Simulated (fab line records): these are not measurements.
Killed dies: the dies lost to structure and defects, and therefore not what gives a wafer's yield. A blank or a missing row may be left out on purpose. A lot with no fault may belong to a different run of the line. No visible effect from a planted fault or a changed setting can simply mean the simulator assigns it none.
Matching of chambers	flow sky130	SKY_VIA1_CMP_02 on cmp-01: 4 sister chambers
The step polishes SiO2. 4 wafers are shown with their chamber, then 7 later ones without.

EACH WAFER AND ITS CHAMBER
wafer	chamber	motor_current_A (A)
L335.1	2	11.6
L335.4	0	14.0
L337.3	1	11.7
L337.4	3	13.1

WAFERS WHOSE CHAMBER IS MISSING
wafer	motor_current_A (A)
L337.5	14.0
L347.2	13.0
L347.5	12.0
L347.6	12.0
L349.2	14.0
L349.3	11.3
L349.5	11.9

CHAMBER TAKEN BY EACH
wafer	from the rows above	in truth
L337.5	0	0
L347.2	3	3
L347.5	can't be placed: 1 or 2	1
L347.6	can't be placed: 1 or 2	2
L349.2	0	0
L349.3	can't be placed: 2 or 1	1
L349.5	can't be placed: 1 or 2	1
Correctly placed: 3 of 7. From these rows, 4 cannot be placed; in 4 the true chamber is one of the candidates. 0 placed wrongly.
How it was worked out, from the rows above alone: a wafer's distance from a chamber is the root of the sum, over the readings, of the square of ((its reading less the chamber's mean) divided by the reading's scatter). The wafer belongs to the nearest chamber; if the next one is less than 2 further off, it can't be placed. A chamber's mean is the mean of its shown wafers. The scatter: root of mean squared gap, hidden wafer to nearest shown wafer, with one shown wafer a chamber.
